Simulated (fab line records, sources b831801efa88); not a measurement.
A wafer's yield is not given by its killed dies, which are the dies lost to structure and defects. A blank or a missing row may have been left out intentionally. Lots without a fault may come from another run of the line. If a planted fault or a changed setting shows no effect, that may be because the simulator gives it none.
What tool caused it?    flow gf180mcu    24 lots with 72 wafers sampled at 5 steps, on a route of 602 steps

## WHAT THE GAUGES SHOWED, per wafer
GF_HV_LDD_TW_MEAS_23.
lot   measured      on             HV_LDD_2_TW
L074  day 10 19:46  film-metro-01  1045 1042 1037
L075  day 11 02:56  film-metro-01  1045 1041 1046
L076  day 11 17:22  film-metro-01  1042 1042 1044
L077  day 11 19:41  film-metro-02  1053 1049 1050
L078  day 12 05:02  film-metro-04  1063 1065 1061
L079  day 12 12:22  film-metro-02  1049 1053 1051
L080  day 12 20:28  film-metro-02  1050 1048 1059
L081  day 13 03:16  film-metro-01  1049 1049 1049
L082  day 13 06:06  film-metro-01  1045 1046 1051
L083  day 13 18:23  film-metro-04  1073 1071 1076
L084  day 14 01:35  film-metro-04  1061 1063 1070
L085  day 14 05:19  film-metro-02  1064 1058 1059
L086  day 14 16:24  film-metro-04  1068 1066 1070
L087  day 14 23:37  film-metro-04  1069 1071 1069
L088  day 15 07:50  film-metro-04  1067 1062 1074
L089  day 15 17:44  film-metro-01  1049 1050 1050
L090  day 15 18:19  film-metro-04  1074 1070 1070
L091  day 16 07:23  film-metro-04  1066 1067 1069
L092  day 16 19:15  film-metro-04  1063 1059 1066
L093  day 17 06:46  film-metro-04  1066 1072 1073
L094  day 17 09:16  film-metro-02  1052 1052 1050
L095  day 17 14:44  film-metro-01  1042 1042 1040
L096  day 18 04:35  film-metro-01  1049 1049 1055
L097  day 18 14:07  film-metro-02  1041 1041 1042

GF_HV_LDD_CD_MEAS_31 targets a cd of 400 nm.
lot   measured      on         cd-nm (nm)
L074  day 11 14:08  cd-sem-02  396.7 396.9 396.7
L075  day 11 21:35  cd-sem-02  399.0 396.7 402.2
L076  day 12 12:50  cd-sem-02  401.8 401.4 397.6
L077  day 12 15:25  cd-sem-01  402.0 401.8 401.7
L078  day 13 00:41  cd-sem-02  400.3 400.1 399.3
L079  day 13 08:05  cd-sem-02  399.6 401.0 400.1
L080  day 13 16:02  cd-sem-01  398.2 399.1 397.2
L081  day 13 23:11  cd-sem-02  397.5 399.0 398.9
L082  day 14 02:07  cd-sem-01  406.9 406.5 407.1
L083  day 14 15:40  cd-sem-01  399.1 399.1 397.2
L084  day 14 22:57  cd-sem-01  396.7 398.0 399.9
L085  day 15 01:54  cd-sem-02  395.4 396.1 395.1
L086  day 15 13:21  cd-sem-01  402.0 402.2 401.0
L087  day 15 20:38  cd-sem-01  402.5 402.4 402.1
L088  day 16 05:01  cd-sem-02  399.1 402.4 398.5
L089  day 16 15:27  cd-sem-02  401.6 403.8 403.7
L090  day 16 16:33  cd-sem-02  404.0 404.0 403.1
L091  day 17 06:11  cd-sem-01  400.3 397.6 398.6
L092  day 17 19:02  cd-sem-01  397.7 399.4 401.2
L093  day 18 05:42  cd-sem-01  399.2 399.2 399.5
L094  day 18 09:12  cd-sem-02  400.5 398.4 398.9
L095  day 18 14:01  cd-sem-02  400.3 399.5 401.3
L096  day 19 04:29  cd-sem-02  397.9 400.0 397.7
L097  day 19 15:05  cd-sem-02  401.9 399.7 399.7

GF_HV_LDD_THK_MEAS_57.
lot   measured      on             HV_LDD_CVD_56_THK (nm)
L074  day 12 12:40  film-metro-01  90.8 90.8 90.7
L075  day 12 21:22  film-metro-04  89.5 90.1 89.3
L076  day 13 14:07  film-metro-02  89.6 89.9 90.4
L077  day 13 15:52  film-metro-01  91.4 91.1 91.2
L078  day 14 00:21  film-metro-01  88.5 88.3 88.8
L079  day 14 08:52  film-metro-04  91.4 90.9 91.0
L080  day 14 17:19  film-metro-04  90.2 89.9 90.4
L081  day 15 00:05  film-metro-02  90.9 91.1 90.5
L082  day 15 03:38  film-metro-02  90.8 91.1 90.7
L083  day 15 17:25  film-metro-02  90.0 89.9 89.8
L084  day 16 03:05  film-metro-04  90.5 89.5 89.7
L085  day 16 02:50  film-metro-04  89.5 89.0 89.2
L086  day 16 15:19  film-metro-01  89.5 89.4 90.2
L087  day 16 23:10  film-metro-04  91.2 89.3 89.6
L088  day 17 07:58  film-metro-04  91.3 91.4 90.6
L089  day 17 18:26  film-metro-01  89.2 89.4 89.2
L090  day 17 18:44  film-metro-02  90.9 91.2 90.3
L091  day 18 09:43  film-metro-02  88.9 88.1 88.9
L092  day 18 22:46  film-metro-01  89.4 89.0 89.9
L093  day 19 10:19  film-metro-02  89.1 89.9 90.3
L094  day 19 13:01  film-metro-02  89.3 89.6 89.1
L095  day 19 18:35  film-metro-01  89.5 90.2 89.2
L096  day 20 09:08  film-metro-02  91.7 91.1 91.3
L097  day 20 19:53  film-metro-02  89.8 89.4 89.3

GF_NSD_TW_MEAS_12.
lot   measured      on             NSD_TW
L074  day 13 08:59  film-metro-03  4237 4259 4246
L075  day 13 17:50  film-metro-02  4243 4225 4208
L076  day 14 11:23  film-metro-03  4236 4251 4215
L077  day 14 13:45  film-metro-04  4294 4299 4289
L078  day 14 21:11  film-metro-03  4214 4247 4247
L079  day 15 06:43  film-metro-03  4241 4223 4250
L080  day 15 14:44  film-metro-03  4237 4221 4226
L081  day 15 22:08  film-metro-03  4215 4223 4220
L082  day 16 00:53  film-metro-02  4242 4264 4249
L083  day 16 15:56  film-metro-02  4243 4253 4255
L084  day 17 02:11  film-metro-04  4319 4315 4299
L085  day 17 02:05  film-metro-03  4213 4205 4213
L086  day 17 15:34  film-metro-04  4311 4291 4303
L087  day 17 23:16  film-metro-02  4221 4240 4250
L088  day 18 07:44  film-metro-03  4249 4258 4259
L089  day 18 17:44  film-metro-02  4228 4219 4200
L090  day 18 18:14  film-metro-02  4205 4196 4182
L091  day 19 09:53  film-metro-02  4181 4177 4180
L092  day 19 23:50  film-metro-02  4205 4192 4194
L093  day 20 11:25  film-metro-04  4329 4307 4286
L094  day 20 14:19  film-metro-04  4332 4319 4359
L095  day 20 18:53  film-metro-04  4302 4281 4292
L096  day 21 09:44  film-metro-04  4309 4308 4300
L097  day 21 19:47  film-metro-02  4196 4217 4194

GF_SALICIDE_RS_MEAS_04: measurement is done with a four-point probe.
lot   measured      on             SALICIDE_TIN_RS (ohm/sq)
L074  day 15 03:35  film-metro-04  16.2 16.6 16.0
L075  day 15 12:48  film-metro-01  16.2 16.2 16.3
L076  day 16 07:04  film-metro-03  16.8 16.7 16.8
L077  day 16 10:05  film-metro-01  16.0 16.1 15.8
L078  day 16 17:47  film-metro-03  16.5 16.4 16.8
L079  day 17 04:09  film-metro-04  16.6 16.6 16.6
L080  day 17 12:29  film-metro-01  16.8 16.9 16.6
L081  day 17 20:33  film-metro-04  15.8 16.0 15.9
L082  day 18 00:31  film-metro-04  16.7 16.7 16.7
L083  day 18 16:11  film-metro-04  15.9 16.0 16.1
L084  day 19 03:25  film-metro-01  16.6 16.3 16.6
L085  day 19 02:31  film-metro-03  16.4 16.5 16.5
L086  day 19 17:49  film-metro-04  16.6 16.3 16.7
L087  day 20 00:17  film-metro-01  16.1 16.4 16.7
L088  day 20 09:36  film-metro-04  16.6 16.6 16.5
L089  day 20 19:28  film-metro-03  16.5 16.5 16.4
L090  day 20 20:07  film-metro-03  16.4 16.1 16.8
L091  day 21 12:21  film-metro-01  16.9 16.6 16.7
L092  day 22 02:03  film-metro-03  16.7 16.5 16.0
L093  day 22 12:33  film-metro-04  16.6 16.5 16.7
L094  day 22 14:37  film-metro-03  16.7 16.5 16.9
L095  day 22 18:56  film-metro-01  16.7 16.8 16.6
L096  day 23 09:02  film-metro-03  16.5 16.2 16.6
L097  day 23 19:07  film-metro-03  16.0 16.0 15.8

## EACH LOT AND THE TOOL THAT RAN IT (in order: tool; ch and the chambers of the sampled wafers; start)
The record holds no process step before these readings.

## AS READ BY THE TOOLS THEMSELVES (means over the sampled wafers that have a number; for cases with no such wafer, the mark the record gives instead)
The record holds no such reading with a usual standard deviation.

## THE ANSWER, worked out from the rows above alone
Rule: usual is defined by the lots themselves. The widest of any qualifying gaps counts: lots, ordered by their means at a reading, are off when they make up no more than a third of the lots, leave a main group of 4 or more, and stand apart from it by 3 or more times the standard deviation of that group's means. If all means in a main group match to the digits the tables above print for the reading, that group is not used. A lot without any number at a reading at which 4 lots or more have one is off too. Any other lot the step has rows for is counted as sound. First the gauges in route order, then the tools' own readings, where a lot's mean is used as printed above. At the first step where some lot is off, the reading lying furthest off is the one used; lots without a number count as furthest.
No lot is off on any of the readings shown, so nothing can be concluded from this.

## WHAT THE SIMULATOR PUT IN
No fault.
